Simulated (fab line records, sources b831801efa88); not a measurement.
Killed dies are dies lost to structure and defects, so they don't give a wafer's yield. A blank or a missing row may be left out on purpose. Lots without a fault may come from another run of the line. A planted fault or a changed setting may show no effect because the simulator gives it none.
fab line records | flow gf180mcu
record lots=5 wafers=15 last_day=34
route steps=602 shown M4@475 V4@476 MIM@503
lots that met no fault: from a run of the same line without faults
start_h: hours from the record's first day to the start of the lot's first wafer shown | wait_h: hours since the lot's step before | " the same as in the row above | L1.1+2: a row that stands for several wafers | - no value, or no start given | * or withheld: withheld | < > ~ a bound
route shown NAME@n: a module of which the file shows steps, and the number in the route of the first | usual: mean/standard deviation of fault-free wafers | same: alike in all rows | chamber/n: place in a boat | sites: the reading at each site | _std_site: their standard deviation | _edge_site: outer sites' mean less inner sites' | radius_mm: how far each site lies from the wafer's centre | mask NAME#n: copy n | behind: the tool/chamber that last shaped the wafer | hold: why the lot was held/for how many hours/how that ended | device: the transistor (n, p or np) that didn't switch | end of line: the same wafers' tests at the end of the route | a step without rows: its recipe alone | killed: dies lost to structure and defects at the first sort, not the wafer's yield | map: a wafer's dies, x killed, . not, _ none there
set.NAME: the setting as run; set.NAME@STEP: as run at that earlier step | model.NAME: the simulator's own value behind a step, which no gauge read
lots at some steps of the route; a table a step, a row a wafer
services: from which hour (start_h, from the record's first day; less than 0 if before it) a tool's chamber was out of use, for how many hours, and why
## steps
# step GF_M4_CLEAN_19
# recipe chemistry=DIW dry=n2_spin
# columns lot.wafer tool chamber start_h wait_h
L079.2+3+4 wet_bench-01 0 584.20 0.0
L081.1+5+6 wet_bench-02 1 591.80 0.0
L088.3+4+5 wet_bench-01 2 663.27 0.0
L093.3+5+6 wet_bench-01 0 686.83 0.0
L097.3+4+5 wet_bench-02 2 710.09 0.0
# step GF_V4_CVD_00
# recipe material=SiO2 target_thk_nm=600 sigma_open_frac=0.3 temp_c=400 time_s=100 sih4_flow_sccm=60 pressure_mtorr=6
# columns lot.wafer tool chamber start_h wait_h
L079.2+3+4 hdpcvd-02 0,1,2 584.29 0.0
L081.1+5+6 hdpcvd-01 2,2,1 591.90 0.0
L088.3+4+5 hdpcvd-01 1,0,2 663.36 0.0
L093.3+5+6 hdpcvd-02 1,2,0 686.93 0.0
L097.3+4+5 hdpcvd-01 0,0,2 710.18 0.0
# step GF_V4_THK_MEAS_01
# recipe reads=SiO2_of_V4_CVD_00
# usual V4_CVD_00_THK=600/6.1
# columns lot.wafer tool chamber start_h wait_h V4_CVD_00_THK[nm]
L079.2 film_metro-03 - 584.38 0.1 602
L079.3 " - " " 599
L079.4 " - " " 607
L081.1 film_metro-02 - 591.97 0.0 600
L081.5 " - " " 598
L081.6 " - " " 596
L088.3 film_metro-02 - 663.45 0.1 596
L088.4 " - " " 592
L088.5 " - " " 596
L093.3 film_metro-03 - 687.02 0.1 603
L093.5 " - " " 600
L093.6 " - " " 608
L097.3 film_metro-03 - 710.27 0.1 599
L097.4 " - " " 607
L097.5 " - " " 611
# step GF_V4_CVD_02
# recipe material=SiO2 target_thk_nm=850 precursor=TEOS temp_c=400 time_s=94.851 rf_w=600
# usual heater_power_outer_w=384/54 heater_power_w=648/80
# columns lot.wafer tool chamber start_h wait_h heater_power_outer_w heater_power_w
L079.2 pecvd-03 2 584.43 0.0 421 697
L079.3 " 1 " " 413 713
L079.4 " 0 " " 330 571
L081.1 pecvd-01 1 592.03 0.1 381 619
L081.5 " 2 " " 401 693
L081.6 " 0 " " 391 663
L088.3 pecvd-04 1 663.49 0.0 341 571
L088.4 " 1 " " 356 595
L088.5 " 0 " " 455 746
L093.3 pecvd-01 2 687.06 0.0 350 630
L093.5 " 1 " " 413 647
L093.6 " 2 " " 399 709
L097.3 pecvd-04 0 710.31 0.0 486 791
L097.4 " 0 " " 518 809
L097.5 " 2 " " 411 698
# step GF_V4_THK_MEAS_03
# recipe reads=SiO2_of_V4_CVD_02
# usual V4_CVD_02_THK=845/11
# columns lot.wafer tool chamber start_h wait_h V4_CVD_02_THK[nm]
L079.2 film_metro-03 - 584.51 0.0 849
L079.3 " - " " 837
L079.4 " - " " 860
L081.1 film_metro-04 - 592.10 0.0 853
L081.5 " - " " 851
L081.6 " - " " 858
L088.3 film_metro-04 - 663.58 0.1 818
L088.4 " - " " 845
L088.5 " - " " 855
L093.3 film_metro-04 - 687.15 0.1 822
L093.5 " - " " 840
L093.6 " - " " 847
L097.3 film_metro-04 - 710.40 0.1 849
L097.4 " - " " 861
L097.5 " - " " 865
# step GF_V4_CMP_04
# recipe material=SiO2 down_force_psi=4 platen_rpm=60 pad_velocity_m_s=0.94248
# usual motor_current_A=12.3/1.1 platen_rpm=60.00/0.043 time_to_endpoint_s=80/5.6
# columns lot.wafer tool chamber start_h wait_h motor_current_A platen_rpm time_to_endpoint_s
L079.3 cmp-01 2 584.56 0.0 11.8 59.99 75
L079.2 " 3 " " 10.6 60.03 87
L079.4 " 1 " " 9.4 60.06 86
L081.1 cmp-02 1 592.31 0.2 12.9 60.04 78
L081.6 " 2 " " 13.1 59.95 87
L081.5 " 3 " " 12.5 60.04 84
L088.4 cmp-02 0 663.62 0.0 12.4 59.94 75
L088.3 " 3 " " 12.5 60.01 72
L088.5 " 0 " " 12.1 60.02 82
L093.3 cmp-01 3 687.35 0.2 10.6 60.03 76
L093.5 " 3 " " 11.0 60.01 84
L093.6 " 0 " " 13.4 59.97 83
L097.3 cmp-02 1 710.49 0.1 14.1 60.10 77
L097.4 " 3 " " 12.1 59.98 88
L097.5 " 0 " " 12.6 59.98 86
# step GF_V4_BOW_MEAS_05
# recipe mode=bow
# usual V4_BOW=131/10
# columns lot.wafer tool chamber start_h wait_h V4_BOW[um]
L079.2 film_metro-04 - 584.88 0.2 142
L079.3 " - " " 135
L079.4 " - " " 134
L081.1 film_metro-02 - 592.46 0.1 130
L081.5 " - " " 119
L081.6 " - " " 123
L088.3 film_metro-04 - 663.96 0.1 138
L088.4 " - " " 142
L088.5 " - " " 135
L093.3 film_metro-03 - 687.69 0.3 131
L093.5 " - " " 137
L093.6 " - " " 125
L097.3 film_metro-02 - 710.78 0.2 119
L097.4 " - " " 132
L097.5 " - " " 146
# step GF_V4_DEHYDRATE_06
# recipe temp_c=200 time_s=60
# columns lot.wafer tool chamber start_h wait_h
L079.2+3+4 litho_track-04 0 595.09 10.2
L081.1+5+6 litho_track-04 0 602.62 10.1
L088.3+4+5 litho_track-04 0 672.97 9.0
L093.3+5+6 litho_track-03 0 696.86 9.1
L097.3+4+5 litho_track-02 0 719.23 8.4
# step GF_V4_HMDS_07
# recipe prime_time_s=60 prime_temp_c=120
# usual prime_temp_c=120.03/0.15
# columns lot.wafer tool chamber start_h wait_h prime_temp_c
L079.2 litho_track-04 0 595.24 0.1 119.87
L079.3 " 0 " " 119.85
L079.4 " 0 " " 119.92
L081.1 litho_track-04 0 602.77 0.1 120.05
L081.5 " 0 " " 120.16
L081.6 " 0 " " 119.92
L088.3 litho_track-04 0 673.12 0.1 119.93
L088.4 " 0 " " 119.81
L088.5 " 0 " " 120.03
L093.3 litho_track-03 0 697.01 0.1 120.00
L093.5 " 0 " " 120.02
L093.6 " 0 " " 120.11
L097.3 litho_track-02 0 719.38 0.1 120.33
L097.4 " 0 " " 120.29
L097.5 " 0 " " 120.21
# step GF_V4_COAT_08
# recipe resist=BARC temp_c=withheld time_s=withheld spin_rpm=withheld resist_thk_nm=withheld
# usual dispense_pressure_kPa=49.1/2
# columns lot.wafer tool chamber start_h wait_h dispense_pressure_kPa
L079.2 litho_track-04 0 595.39 0.1 47.5
L079.3 " 0 " " 47.6
L079.4 " 0 " " 47.6
L081.1 litho_track-04 0 602.92 0.1 47.5
L081.5 " 0 " " 47.6
L081.6 " 0 " " 47.5
L088.3 litho_track-04 0 673.27 0.1 47.6
L088.4 " 0 " " 47.6
L088.5 " 0 " " 47.6
L093.3 litho_track-03 0 697.16 0.1 49.7
L093.5 " 0 " " 49.7
L093.6 " 0 " " 49.7
L097.3 litho_track-02 0 719.53 0.1 53.1
L097.4 " 0 " " 53.1
L097.5 " 0 " " 53.1
# step GF_V4_COAT_09
# recipe resist=KrF spin_rpm=withheld resist_thk_nm=1000
# usual dispense_pressure_kPa=49.1/2
# columns lot.wafer tool chamber start_h wait_h dispense_pressure_kPa
L079.2 litho_track-04 0 - - 47.5
L079.3 " 0 " " 47.5
L079.4 " 0 " " 47.5
L081.1 litho_track-04 0 - - 47.5
L081.5 " 0 " " 47.5
L081.6 " 0 " " 47.5
L088.3 litho_track-04 0 - - 47.5
L088.4 " 0 " " 47.6
L088.5 " 0 " " 47.6
L093.3 litho_track-03 0 - - 49.6
L093.5 " 0 " " 49.6
L093.6 " 0 " " 49.6
L097.3 litho_track-02 0 - - 53.1
L097.4 " 0 " " 53.1
L097.5 " 0 " " 53.1
# step GF_V4_SOFTBAKE_10
# recipe temp_c=130 time_s=60 resist=KrF
# columns lot.wafer tool chamber start_h wait_h
L079.2+3+4 litho_track-04 0 - -
L081.1+5+6 litho_track-04 0 - -
L088.3+4+5 litho_track-04 0 - -
L093.3+5+6 litho_track-03 0 - -
L097.3+4+5 litho_track-02 0 - -
# step GF_V4_EXPOSE_11
# recipe mask_id=Via4 target_cd_nm=260 na=0.68 source_shape=conventional sigma_outer=0.6 dose_mj=38
# columns lot.wafer tool chamber start_h wait_h mask
L079.2+3+4 krf_scanner-02 0 - - Via4#0
L081.1+5+6 krf_scanner-02 0 - - Via4#0
L088.3+4+5 krf_scanner-02 0 - - Via4#0
L093.3+5+6 krf_scanner-01 0 - - Via4#0
L097.3+4+5 krf_scanner-01 0 - - Via4#0
# step GF_V4_PEB_12
# recipe peb_temp_c=135 peb_time_s=90 resist=KrF
# columns lot.wafer tool chamber start_h wait_h
L079.2+3+4 litho_track-02 0 - -
L081.1+5+6 litho_track-02 0 - -
L088.3+4+5 litho_track-04 0 - -
L093.3+5+6 litho_track-04 0 - -
L097.3+4+5 litho_track-02 0 - -
# step GF_V4_DEVELOP_13
# recipe develop_time_s=60 resist=KrF dev_temp_c=21
# columns lot.wafer tool chamber start_h wait_h
L079.2+3+4 litho_track-02 0 606.10 0.2
L081.1+5+6 litho_track-02 0 613.53 0.2
L088.3+4+5 litho_track-04 0 682.67 0.1
L093.3+5+6 litho_track-04 0 706.97 0.1
L097.3+4+5 litho_track-02 0 728.13 0.1
# step GF_V4_CD_MEAS_14
# recipe target_cd_nm=260
# usual cd_nm=260.2/1.5
# columns lot.wafer tool chamber start_h wait_h cd_nm
L079.2 cd_sem-02 - 606.25 0.1 260.0
L079.3 " - " " 261.4
L079.4 " - " " 259.9
L081.1 cd_sem-02 - 613.68 0.1 260.2
L081.5 " - " " 259.6
L081.6 " - " " 259.6
L088.3 cd_sem-01 - 682.81 0.1 258.5
L088.4 " - " " 259.1
L088.5 " - " " 258.4
L093.3 cd_sem-02 - 707.11 0.1 261.3
L093.5 " - " " 261.2
L093.6 " - " " 262.0
L097.3 cd_sem-01 - 728.27 0.1 260.0
L097.4 " - " " 260.8
L097.5 " - " " 260.7
# step GF_V4_OVL_MEAS_15
# usual V4_OVL=-1/5.4
# columns lot.wafer tool chamber start_h wait_h V4_OVL[nm]
L079.2 overlay-01 - 606.35 0.1 1
L079.3 " - " " -15
L079.4 " - " " 2
L081.1 overlay-02 - 613.80 0.1 0
L081.5 " - " " 0
L081.6 " - " " -4
L088.3 overlay-02 - 682.90 0.1 -2
L088.4 " - " " 6
L088.5 " - " " -8
L093.3 overlay-01 - 707.20 0.1 5
L093.5 " - " " 4
L093.6 " - " " 7
L097.3 overlay-02 - 728.36 0.1 2
L097.4 " - " " -2
L097.5 " - " " 5
# step GF_V4_ETCH_16
# recipe chemistry=N2/H2 target_depth_a=withheld overetch_a=withheld time_s=withheld target=BARC ion_energy_ev=200 source_w=500 bias_w=102.3 pressure_mtorr=30 n2_flow_sccm=100 h2_flow_sccm=200
# usual drypump_motor_current_A=5.7/0.38 oes_product_au=0.854/0.0044 throttle_valve_pct=13.225/0.0091
# columns lot.wafer tool chamber start_h wait_h drypump_motor_current_A oes_product_au throttle_valve_pct
L079.2 rie_diel-03 2 606.38 0.0 6.2 0.860 13.229
L079.3 " 3 " " 5.9 0.857 13.247
L079.4 " 2 " " 6.1 0.852 13.212
L081.1 rie_diel-01 3 613.83 0.0 5.7 0.856 13.219
L081.5 " 1 " " 5.9 0.850 13.214
L081.6 " 0 " " 5.6 0.862 13.222
L088.3 rie_diel-04 3 682.92 0.0 5.9 0.854 13.225
L088.4 " 2 " " 5.3 0.862 13.225
L088.5 " 2 " " 5.4 0.849 13.230
L093.3 rie_diel-01 1 707.22 0.0 5.9 0.853 13.237
L093.5 " 0 " " 5.6 0.858 13.225
L093.6 " 3 " " 5.7 0.852 13.213
L097.3 rie_diel-04 0 728.38 0.0 6.5 0.859 13.221
L097.4 " 0 " " 6.5 0.856 13.235
L097.5 " 2 " " 5.3 0.855 13.222
# step GF_V4_ETCH_17
# recipe chemistry=C4F8/O2/Ar mask_material=KrF target=SiO2 stop_on=TiN source_w=1500 bias_w=1200 pressure_mtorr=40 c4f8_flow_sccm=withheld O2_flow_sccm=6 Ar_flow_sccm=300 time_s=withheld target_depth_a=6300
# usual oes_product_au=0.856/0.0045
# columns lot.wafer tool chamber start_h wait_h oes_product_au
L079.2 rie_diel-03 2 - - 0.846
L079.3 " 3 " " 0.855
L079.4 " 2 " " 0.861
L081.1 rie_diel-01 3 - - 0.854
L081.5 " 1 " " 0.854
L081.6 " 0 " " 0.855
L088.3 rie_diel-04 3 - - 0.857
L088.4 " 2 " " 0.853
L088.5 " 2 " " 0.861
L093.3 rie_diel-01 1 - - 0.858
L093.5 " 0 " " 0.854
L093.6 " 3 " " 0.860
L097.3 rie_diel-04 0 - - 0.859
L097.4 " 0 " " 0.853
L097.5 " 2 " " 0.852
# step GF_V4_STRIP_18
# recipe chemistry=O2/N2 power_w=1400 pressure_mtorr=1500 platen_temp_c=250 o2_flow_sccm=3000 n2_flow_sccm=300 overash_fraction=0.5
# usual drypump_motor_current_A=5.6/0.39 heater_power_w=324/16 oes_product_au=0.593/0.0046
# columns lot.wafer tool chamber start_h wait_h drypump_motor_current_A heater_power_w oes_product_au rf_hours_counter_h
L079.2 plasma_asher-01 1 606.51 - 4.8 330 0.587 87
L079.3 " 0 " " 5.4 297 0.584 -
L079.4 " 1 " " 4.8 318 0.597 -
L081.1 plasma_asher-02 1 613.96 - 6.1 315 0.587 20
L081.5 " 1 " " 6.1 319 0.591 -
L081.6 " 0 " " 5.6 341 0.585 -
L088.3 plasma_asher-04 0 683.09 - 5.5 345 0.590 -
L088.4 " 1 " " 5.8 320 0.586 -
L088.5 " 0 " " 5.5 343 0.587 -
L093.3 plasma_asher-04 0 707.39 - 5.5 337 0.594 -
L093.5 " 1 " " 5.8 325 0.595 -
L093.6 " 0 " " 5.5 349 0.596 -
L097.3 plasma_asher-04 1 728.54 - 5.8 322 0.600 -
L097.4 " 0 " " 5.5 343 0.584 -
L097.5 " 1 " " 5.8 321 0.590 -
# step GF_V4_STRIP_19
# recipe chemistry=post_etch_residue_remover time_s=1200 temp_c=72.5
# columns lot.wafer tool chamber start_h wait_h
L079.2+3+4 wet_bench-03 1 606.61 0.1
L081.1+5+6 wet_bench-04 0 614.06 0.1
L088.3+4+5 wet_bench-04 3 683.15 0.0
L093.3+5+6 wet_bench-01 3 707.45 0.0
L097.3+4+5 wet_bench-04 2 728.61 0.0
# step GF_V4_CLEAN_20
# recipe chemistry=DIW dry=n2_spin
# columns lot.wafer tool chamber start_h wait_h
L079.2+3+4 wet_bench-04 0 606.95 0.0
L081.1+5+6 wet_bench-03 2 614.47 0.0
L088.3+4+5 wet_bench-01 1 683.49 0.0
L093.3+5+6 wet_bench-04 2 707.79 0.0
L097.3+4+5 wet_bench-01 1 728.95 0.0
# step GF_V4_SPUTTER_21
# recipe material=Ti target_thk_nm=15 chamber_pressure_pa=5 power_w=2500 substrate_temp_c=200 time_s=80.02
# usual chamber_pressure_pa=5.001/0.0094 throttle_valve_pct=30.2/0.88
# columns lot.wafer tool chamber start_h wait_h chamber_pressure_pa throttle_valve_pct
L079.2 pvd_sputter-04 - 607.05 0.0 4.996 29.9
L079.3 " - " " 5.010 29.7
L079.4 " - " " 4.989 28.3
L081.1 pvd_sputter-04 - 614.56 0.0 5.004 28.4
L081.5 " - " " 5.001 29.9
L081.6 " - " " 5.023 30.7
L088.3 pvd_sputter-02 - 683.60 0.0 4.985 30.5
L088.4 " - " " 4.990 30.9
L088.5 " - " " 4.997 29.6
L093.3 pvd_sputter-01 - 707.89 0.0 5.010 31.2
L093.5 " - " " 5.015 30.3
L093.6 " - " " 5.019 30.8
L097.3 pvd_sputter-02 - 729.05 0.0 4.995 30.9
L097.4 " - " " 4.992 30.1
L097.5 " - " " 5.001 29.6
# step GF_V4_SPUTTER_22
# recipe material=TiN target_thk_nm=10 chamber_pressure_pa=5 power_w=4000 time_s=40
# usual chamber_pressure_pa=5.000/0.01 throttle_valve_pct=30.1/0.87
# columns lot.wafer tool chamber start_h wait_h chamber_pressure_pa throttle_valve_pct
L079.2 pvd_sputter-04 - 607.11 0.0 4.980 29.7
L079.3 " - " " 4.990 29.7
L079.4 " - " " 4.990 28.4
L081.1 pvd_sputter-04 - 614.62 0.0 4.999 28.5
L081.5 " - " " 5.016 29.8
L081.6 " - " " 5.007 30.5
L088.3 pvd_sputter-02 - 683.66 0.0 4.980 30.5
L088.4 " - " " 5.007 31.0
L088.5 " - " " 5.022 29.6
L093.3 pvd_sputter-01 - 707.95 0.0 5.016 31.0
L093.5 " - " " 4.992 30.6
L093.6 " - " " 5.022 31.2
L097.3 pvd_sputter-02 - 729.11 0.0 5.022 30.9
L097.4 " - " " 4.989 29.9
L097.5 " - " " 4.998 29.7
# step GF_V4_CVD_23
# recipe material=W target_thk_nm=350 time_s=104.9 temp_c=400 pressure_torr=40
# usual chamber_pressure_Torr=39.99/0.091 heater_power_outer_w=506/60 heater_power_w=795/84
# columns lot.wafer tool chamber start_h wait_h chamber_pressure_Torr heater_power_outer_w heater_power_w
L079.2 cvd_w-01 1 607.15 0.0 39.92 556 867
L079.3 " 1 " " 40.05 567 864
L079.4 " 0 " " 39.82 448 717
L081.1 cvd_w-02 1 614.66 0.0 39.98 458 672
L081.5 " 0 " " 40.08 568 880
L081.6 " 1 " " 39.93 445 686
L088.3 cvd_w-01 0 683.74 0.1 40.07 449 732
L088.4 " 1 " " 39.98 554 875
L088.5 " 0 " " 40.11 451 737
L093.3 cvd_w-01 1 708.02 0.1 39.81 576 877
L093.5 " 1 " " 39.94 578 857
L093.6 " 0 " " 40.05 449 723
L097.3 cvd_w-01 0 729.19 0.1 39.98 463 735
L097.4 " 1 " " 39.93 561 864
L097.5 " 0 " " 40.03 449 719
# step GF_V4_RS_MEAS_24
# recipe thk_meas_gauge=four-point-probe reads=W_of_V4_CVD_23+TiN_of_V4_SPUTTER_22+Ti_of_V4_SPUTTER_21
# usual V4_W_RS=0.328/0.006
# columns lot.wafer tool chamber start_h wait_h V4_W_RS[ohm/sq]
L079.2 film_metro-03 - 607.29 0.1 0.333
L079.3 " - " " 0.327
L079.4 " - " " 0.334
L081.1 film_metro-02 - 614.77 0.1 0.336
L081.5 " - " " 0.317
L081.6 " - " " 0.337
L088.3 film_metro-02 - 683.86 0.1 0.331
L088.4 " - " " 0.327
L088.5 " - " " 0.327
L093.3 film_metro-03 - 708.15 0.1 0.331
L093.5 " - " " 0.330
L093.6 " - " " 0.334
L097.3 film_metro-02 - 729.30 0.1 0.327
L097.4 " - " " 0.330
L097.5 " - " " 0.331
# step GF_V4_THK_MEAS_25
# recipe thk_meas_gauge=xrf reads=W_of_V4_CVD_23
# usual V4_W_THK=350/7.3
# columns lot.wafer tool chamber start_h wait_h V4_W_THK[nm]
L079.2 film_metro-03 - 607.40 0.1 339
L079.3 " - " " 347
L079.4 " - " " 336
L081.1 film_metro-02 - 614.89 0.1 344
L081.5 " - " " 367
L081.6 " - " " 344
L088.3 film_metro-02 - 683.96 0.1 348
L088.4 " - " " 353
L088.5 " - " " 350
L093.3 film_metro-03 - 708.25 0.1 349
L093.5 " - " " 348
L093.6 " - " " 344
L097.3 film_metro-02 - 729.40 0.1 354
L097.4 " - " " 351
L097.5 " - " " 352
# step GF_V4_CMP_26
# recipe stop_on=SiO2 down_force_psi=3.5 platen_rpm=60 t_overpolish_s=15 target_thk_nm=0 pad_velocity_m_s=0.94248
# usual motor_current_A=11.0/1.1 overpolish_run_s=15.000/0.0088 platen_rpm=60.00/0.035 time_to_endpoint_s=84/3.3
# columns lot.wafer tool chamber start_h wait_h motor_current_A overpolish_run_s platen_rpm time_to_endpoint_s
L079.3 cmp-01 3 607.45 0.0 9.8 14.986 59.99 90
L079.4 " 1 " " 9.1 14.993 59.99 84
L079.2 " 2 " " 11.4 14.986 60.00 83
L081.1 cmp-01 1 615.05 0.1 9.7 15.005 60.04 84
L081.6 " 3 " " 10.3 14.994 60.03 87
L081.5 " 0 " " 11.9 14.997 60.00 88
L088.4 cmp-01 1 684.00 0.0 9.4 14.986 60.02 82
L088.3 " 3 " " 10.5 14.999 60.03 86
L088.5 " 1 " " 9.1 15.007 59.96 84
L093.3 cmp-01 3 708.29 0.0 9.9 15.000 59.92 86
L093.5 " 3 " " 9.8 14.997 59.97 86
L093.6 " 0 " " 11.8 14.988 59.98 78
L097.4 cmp-02 2 729.49 0.1 12.5 15.011 59.99 88
L097.3 " 0 " " 11.0 14.998 60.04 84
L097.5 " 1 " " 11.4 15.012 59.94 82
# step GF_MIM_SPUTTER_00
# recipe material=Ti target_thk_nm=37.5 arriving_ion_energy_ev=80 substrate_temp_c=200 chamber_pressure_pa=2 power_w=4000 time_s=150
# usual chamber_pressure_pa=2.000/0.0039 throttle_valve_pct=30.2/0.76
# columns lot.wafer tool chamber start_h wait_h chamber_pressure_pa throttle_valve_pct
L079.2 pvd_sputter-01 - 607.75 0.1 1.994 31.9
L079.3 " - " " 1.999 30.6
L079.4 " - " " 1.995 30.1
L081.1 pvd_sputter-03 - 615.25 0.1 2.001 30.0
L081.5 " - " " 2.001 30.2
L081.6 " - " " 2.006 30.9
L088.3 pvd_sputter-04 - 684.30 0.1 2.008 28.3
L088.4 " - " " 2.001 29.4
L088.5 " - " " 1.995 29.6
L093.3 pvd_sputter-01 - 708.59 0.2 2.006 31.0
L093.5 " - " " 2.004 30.8
L093.6 " - " " 2.008 31.1
L097.3 pvd_sputter-03 - 729.74 0.1 2.001 29.6
L097.4 " - " " 2.002 31.1
L097.5 " - " " 1.995 29.6
# step GF_MIM_SPUTTER_01
# recipe material=TiN target_thk_nm=30 power_w=6500 time_s=25 chamber_pressure_pa=0.4
# usual chamber_pressure_pa=0.4000/0.00082 throttle_valve_pct=30.2/0.75
# columns lot.wafer tool chamber start_h wait_h chamber_pressure_pa throttle_valve_pct
L079.2 pvd_sputter-01 - 607.85 0.1 0.3999 31.5
L079.3 " - " " 0.3995 30.4
L079.4 " - " " 0.4010 29.8
L081.1 pvd_sputter-03 - 615.35 0.1 0.4005 30.2
L081.5 " - " " 0.3996 29.6
L081.6 " - " " 0.4014 31.0
L088.3 pvd_sputter-04 - 684.40 0.1 0.4008 28.5
L088.4 " - " " 0.3990 29.5
L088.5 " - " " 0.4005 29.4
L093.3 pvd_sputter-01 - 708.69 0.1 0.4004 31.1
L093.5 " - " " 0.4004 30.6
L093.6 " - " " 0.3996 31.3
L097.3 pvd_sputter-03 - 729.84 0.1 0.3989 29.6
L097.4 " - " " 0.4004 31.0
L097.5 " - " " 0.3996 29.9
# step GF_MIM_SPUTTER_02
# recipe material=AlCu target_thk_nm=450 power_w=10600 time_s=23.9 chamber_pressure_pa=0.4
# usual chamber_pressure_pa=0.4000/0.00076 throttle_valve_pct=30.2/0.75
# columns lot.wafer tool chamber start_h wait_h chamber_pressure_pa throttle_valve_pct
L079.2 pvd_sputter-01 - 607.88 0.0 0.4011 31.8
L079.3 " - " " 0.3996 30.1
L079.4 " - " " 0.3993 30.0
L081.1 pvd_sputter-03 - 615.38 0.0 0.3990 30.1
L081.5 " - " " 0.4007 30.0
L081.6 " - " " 0.4012 30.7
L088.3 pvd_sputter-04 - 684.43 0.0 0.3996 28.4
L088.4 " - " " 0.4002 29.7
L088.5 " - " " 0.4003 29.6
L093.3 pvd_sputter-01 - 708.72 0.0 0.3998 31.0
L093.5 " - " " 0.4016 30.2
L093.6 " - " " 0.3999 31.2
L097.3 pvd_sputter-03 - 729.88 0.0 0.3991 29.7
L097.4 " - " " 0.4003 30.7
L097.5 " - " " 0.3995 29.5
# step GF_MIM_SPUTTER_03
# recipe material=Ti target_thk_nm=10 substrate_temp_c=300 chamber_pressure_pa=0.3 power_w=3000 time_s=6.7
# usual chamber_pressure_pa=0.3001/0.00059 throttle_valve_pct=30.2/0.76
# columns lot.wafer tool chamber start_h wait_h chamber_pressure_pa throttle_valve_pct
L079.2 pvd_sputter-01 - 607.91 0.0 0.2996 31.7
L079.3 " - " " 0.3003 30.4
L079.4 " - " " 0.2999 29.9
L081.1 pvd_sputter-03 - 615.41 0.0 0.2993 30.2
L081.5 " - " " 0.3015 30.0
L081.6 " - " " 0.2993 31.0
L088.3 pvd_sputter-04 - 684.46 0.0 0.3007 28.3
L088.4 " - " " 0.3000 29.5
L088.5 " - " " 0.3010 29.4
L093.3 pvd_sputter-01 - 708.75 0.0 0.3007 31.2
L093.5 " - " " 0.2996 30.5
L093.6 " - " " 0.3011 31.1
L097.3 pvd_sputter-03 - 729.91 0.0 0.3004 29.6
L097.4 " - " " 0.3012 31.0
L097.5 " - " " 0.3010 29.6
# step GF_MIM_SPUTTER_04
# recipe material=TiN target_thk_nm=50 power_w=6500 time_s=41.7 chamber_pressure_pa=0.4
# usual chamber_pressure_pa=0.4000/0.00079 throttle_valve_pct=30.2/0.76
# columns lot.wafer tool chamber start_h wait_h chamber_pressure_pa throttle_valve_pct
L079.2 pvd_sputter-01 - 607.93 0.0 0.4001 31.8
L079.3 " - " " 0.4008 30.4
L079.4 " - " " 0.4006 29.8
L081.1 pvd_sputter-03 - 615.43 0.0 0.4009 30.4
L081.5 " - " " 0.3996 29.8
L081.6 " - " " 0.3988 30.8
L088.3 pvd_sputter-04 - 684.48 0.0 0.4001 28.3
L088.4 " - " " 0.3985 29.5
L088.5 " - " " 0.3988 29.4
L093.3 pvd_sputter-01 - 708.77 0.0 0.3998 31.1
L093.5 " - " " 0.4002 30.4
L093.6 " - " " 0.3995 30.9
L097.3 pvd_sputter-03 - 729.93 0.0 0.4004 30.0
L097.4 " - " " 0.3998 31.2
L097.5 " - " " 0.4003 29.7
# step GF_MIM_CVD_05
# recipe material=Si3N4 target_thk_nm=42 temp_max_c=400 temp_c=385 time_s=29.086 rf_w=450
# usual heater_power_outer_w=377/55 heater_power_w=635/78
# columns lot.wafer tool chamber start_h wait_h heater_power_outer_w heater_power_w
L079.2 pecvd-01 2 607.97 0.0 382 673
L079.3 " 1 " " 412 632
L079.4 " 0 " " 333 575
L081.1 pecvd-03 1 615.47 0.0 361 635
L081.5 " 0 " " 360 599
L081.6 " 1 " " 371 649
L088.3 pecvd-03 1 684.52 0.0 456 722
L088.4 " 2 " " 321 570
L088.5 " 1 " " 451 749
L093.3 pecvd-02 2 708.81 0.0 271 496
L093.5 " 1 " " 327 577
L093.6 " 0 " " 551 835
L097.3 pecvd-01 0 729.97 0.0 309 565
L097.4 " 0 " " 320 558
L097.5 " 2 " " 416 716
# step GF_MIM_THK_MEAS_06
# recipe reads=Si3N4_of_MIM_CVD_05
# usual MIM_CVD_05_THK=42.1/0.64
# columns lot.wafer tool chamber start_h wait_h MIM_CVD_05_THK[nm]
L079.2 film_metro-01 - 608.01 0.0 41.1
L079.3 " - " " 41.7
L079.4 " - " " 42.2
L081.1 film_metro-04 - 615.51 0.0 42.0
L081.5 " - " " 41.7
L081.6 " - " " 42.3
L088.3 film_metro-04 - 684.57 0.0 40.8
L088.4 " - " " 41.1
L088.5 " - " " 41.5
L093.3 film_metro-04 - 708.86 0.0 42.0
L093.5 " - " " 41.6
L093.6 " - " " 42.4
L097.3 film_metro-03 - 730.02 0.0 42.4
L097.4 " - " " 43.1
L097.5 " - " " 43.0
# step GF_MIM_SPUTTER_07
# recipe material=TiN target_thk_nm=60 power_w=6500 time_s=50 chamber_pressure_pa=0.4
# usual chamber_pressure_pa=0.4000/0.00089 throttle_valve_pct=30.0/0.89
# columns lot.wafer tool chamber start_h wait_h chamber_pressure_pa throttle_valve_pct
L079.2 pvd_sputter-04 - 608.06 0.0 0.3995 29.7
L079.3 " - " " 0.3987 29.9
L079.4 " - " " 0.4011 28.6
L081.1 pvd_sputter-04 - 615.57 0.1 0.4014 30.5
L081.5 " - " " 0.3995 29.8
L081.6 " - " " 0.4009 28.4
L088.3 pvd_sputter-03 - 684.61 0.0 0.3996 29.8
L088.4 " - " " 0.3987 30.3
L088.5 " - " " 0.4006 30.0
L093.3 pvd_sputter-04 - 708.90 0.0 0.3996 29.5
L093.5 " - " " 0.4004 28.2
L093.6 " - " " 0.4003 29.7
L097.3 pvd_sputter-04 - 730.06 0.0 0.4007 29.7
L097.4 " - " " 0.3988 30.7
L097.5 " - " " 0.4010 29.3
## services
# columns tool chamber start_h hours kind
wet_bench-01 - 569.50 3.8 repair
cmp-02 - 572.00 4.0 pm
krf_scanner-02 - 587.24 1.0 pm
krf_scanner-02 - 590.47 0.8 pm
pecvd-03 - 591.12 14.0 pm
cmp-01 - 592.22 1.5 repair
cmp-02 - 601.94 1.5 repair
cmp-02 - 601.95 0.3 repair
rie_diel-04 3 622.86 6.1 repair
cmp-01 - 630.96 1.8 repair
pecvd-03 1 649.04 6.4 repair
cvd_w-01 1 653.90 12.5 repair
krf_scanner-02 - 655.39 1.3 pm
cvd_w-01 0 656.54 2.6 repair
cmp-02 - 676.31 15.2 repair
cmp-01 - 692.70 3.4 pm
cmp-01 - 697.44 2.3 repair
cmp-01 - 698.10 1.0 repair
pvd_sputter-03 - 710.62 2.9 repair
rie_diel-01 - 716.07 0.7 repair
cmp-01 - 718.11 1.7 repair
pvd_sputter-03 - 719.86 1.3 repair
rie_diel-01 0 727.89 5.0 repair
pecvd-01 - 728.50 1.3 repair
## key
fault none
